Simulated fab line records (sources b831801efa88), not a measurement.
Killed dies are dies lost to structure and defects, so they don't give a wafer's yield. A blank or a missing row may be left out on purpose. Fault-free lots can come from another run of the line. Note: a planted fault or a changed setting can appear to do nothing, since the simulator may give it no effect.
Struck lot and sound lot, side by side | flow sky130 | 21 out of 708 route steps
Sound: wafers L488.1, L488.2, L488.3. The struck wafers were L496.1, L496.3, L496.6. The cause is named last.
Per side, at each step with rows, come the tool, then ch with its chambers, and then its first start. Under that, the readings that differ: sound wafers | struck wafers | difference of the means | sigmas: that difference in standard deviations of wafers without a fault.
alike: readings with means less than 2 such deviations apart, plus words and numbers identical on both sides. not compared: withheld readings, readings lacking a value on some wafer, bounds such as >300 that could conceal the same value, and numbers that have no deviation in the record and whose values overlap.
The two part at a step that has a row with sigmas, a row that says differs or no value, or rows on one side only. Numbers that have no deviation but don't overlap get no sigmas and don't part them. A reading missing from all wafers of one side parts the sides only when that side holds two or more wafers.

first, 3 steps without rows for these wafers: SKY_POLY_CUT_EXPOSE_05 (exposes mask NPCM, target cd 270 nm); SKY_POLY_CUT_PEB_06; SKY_POLY_CUT_DEVELOP_07 (develop time 60 s).
SKY_POLY_CUT_CD_MEAS_08: the cd target is 270 nm.
  sound: cd_sem-01 at day 25 19:56; struck: cd_sem-02 at day 28 13:20
  alike: cd_nm
SKY_POLY_CUT_OVL_MEAS_09:
  sound: overlay-02 at day 25 20:03; struck: overlay-02 at day 28 13:27
  alike: POLY_CUT_OVL
SKY_POLY_CUT_ETCH_10: etches BARC in N2/H2, stops on SiO2, time 45.9 s, target depth 60 nm.
  sound on rie_diel-01 ch 0,2,3, day 25 20:05; struck on rie_diel-02 ch 0,1,2, day 28 13:29
  alike: drypump_motor_current_A, oes_product_au, throttle_valve_pct
  not compared: rf_hours_counter_h
SKY_POLY_CUT_ETCH_11: etches Si3N4 in CF4/CH2F2/Ar, stops on poly-Si, time 42.5 s, target depth 60 nm.
  sound on rie_diel-01 ch 0,2,3, day 25 20:08; struck on rie_diel-02 ch 0,1,2, day 28 13:31
  alike: drypump_motor_current_A, oes_product_au, throttle_valve_pct
  not compared: rf_hours_counter_h
SKY_POLY_CUT_STRIP_12: strips in O2/N2.
  sound on plasma_asher-04 ch 0,1, day 25 20:10; struck on plasma_asher-02 ch 0, day 28 13:34
  alike: drypump_motor_current_A, oes_product_au, strip_time_to_endpoint_s
  not compared: rf_hours_counter_h
then, 4 steps without rows for these wafers: SKY_SD_P_DEHYDRATE_00 (time 60 s); SKY_SD_P_HMDS_01 (prime time 60 s); SKY_SD_P_COAT_02 (resist thk 1140 nm); SKY_SD_P_SOFTBAKE_03 (time 60 s).
SKY_SD_P_EXPOSE_04: exposes mask PSDM, target cd 380 nm.
  sound on iline_stepper-02 ch 0, day 26 10:32; struck on iline_stepper-01 ch 0, day 29 03:56
  reading | sound                | struck                  | difference | sigmas
  mask    | PSDM#0 PSDM#0 PSDM#0 | LDNTM#0 LDNTM#0 LDNTM#0 | differs    |
then, 2 steps without rows for these wafers: SKY_SD_P_PEB_05; SKY_SD_P_DEVELOP_06 (develop time 60 s).
SKY_SD_P_CD_MEAS_07: the cd target is 380 nm.
  sound: cd_sem-01 at day 27 01:05; struck: cd_sem-02 at day 29 17:53
  reading    | sound             | struck | difference                    | sigmas
  cd_nm (nm) | 377.4 377.4 375.6 | - - -  | no value on the struck wafers |
SKY_SD_P_OVL_MEAS_08:
  sound: overlay-01 at day 27 01:12; struck: overlay-01 at day 29 18:00
  reading       | sound       | struck | difference                    | sigmas
  SD_P_OVL (nm) | 2.3 2.0 2.9 | - - -  | no value on the struck wafers |
after that, 1 step had no rows for these wafers: SKY_SD_P_IMPLANT_09.
SKY_SD_P_STRIP_10: strips in O2/N2.
  sound on plasma_asher-04 ch 0,1, day 27 01:23; struck on plasma_asher-04 ch 0,1, day 29 18:11
  alike: drypump_motor_current_A, oes_product_au, strip_time_to_endpoint_s
  not compared: rf_hours_counter_h
SKY_SD_P_TW_MEAS_11:
  sound: film_metro-04 at day 27 01:29; struck: film_metro-03 at day 29 18:31
  reading | sound          | struck   | difference | sigmas
  SD_P_TW | 2875 2873 2877 | 30 30 30 | -2845      | -86
  not compared: hold
SKY_PAD_OPEN_PROBE_99:
  the record holds rows for the sound wafers here (prober-02, day 47 04:26) but none for the struck ones

== WHERE THEY PART ==
At SKY_SD_P_EXPOSE_04 first; at SKY_PAD_OPEN_PROBE_99 last (within this record only).

WHY: whatever the simulator had introduced
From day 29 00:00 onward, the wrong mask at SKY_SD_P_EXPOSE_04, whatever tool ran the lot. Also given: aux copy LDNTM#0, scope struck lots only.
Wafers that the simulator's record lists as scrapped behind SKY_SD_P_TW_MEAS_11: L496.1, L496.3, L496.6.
